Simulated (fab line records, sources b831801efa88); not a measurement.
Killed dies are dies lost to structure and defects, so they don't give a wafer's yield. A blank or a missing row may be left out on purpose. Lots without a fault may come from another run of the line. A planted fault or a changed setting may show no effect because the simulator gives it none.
Chamber matching | flow gf180mcu | GF_V2_CMP_04 on cmp-02: 4 sister chambers
The step polishes SiO2. 8 wafers are shown with their chamber, then 7 later ones without.

WAFERS WITH THEIR CHAMBER
wafer  | chamber | motor_current_A (A) | retaining_ring_pressure_frac
L705.1 | 1       | 12.1                | 0.995
L707.1 | 1       | 12.7                | 0.999
L707.3 | 2       | 13.6                | 1.004
L709.1 | 3       | 12.6                | 0.990
L709.4 | 0       | 12.5                | 1.000
L709.5 | 3       | 12.3                | 0.991
L716.1 | 2       | 14.2                | 1.004
L716.4 | 0       | 11.9                | 0.995

WAFERS WITHOUT THEIR CHAMBER
wafer  | motor_current_A (A) | retaining_ring_pressure_frac
L716.5 | 12.2                | 1.011
L720.2 | 12.5                | 1.001
L720.5 | 12.2                | 1.005
L720.6 | 12.4                | 1.004
L721.1 | 12.4                | 1.011
L721.4 | 11.9                | 0.997
L721.5 | 13.6                | 0.995

WHICH CHAMBER EACH WENT THROUGH
wafer  | from the rows above               | in truth
L716.5 | can't be placed: 2 or 0 or 1      | 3
L720.2 | can't be placed: 0 or 1           | 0
L720.5 | can't be placed: 0 or 1 or 2      | 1
L720.6 | can't be placed: 0 or 1 or 2      | 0
L721.1 | can't be placed: 2 or 0 or 1      | 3
L721.4 | can't be placed: 0 or 1           | 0
L721.5 | can't be placed: 1 or 3 or 0 or 2 | 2
Placed correctly: 0 of 7. Can't be placed from these rows: 7 (the true chamber is among the candidates in 5). Placed wrongly: 0.
How it was worked out, from the rows above alone: a wafer's distance from a chamber is the root of the sum, over the readings, of the square of ((its reading less the chamber's mean) divided by the reading's scatter). The wafer belongs to the nearest chamber; if the next one is less than 2 further off, it can't be placed. A chamber's mean is the mean of its shown wafers. The scatter: the root of (the sum of the squares of (reading less its chamber's mean) over the shown wafers, divided by (wafers less chambers)).
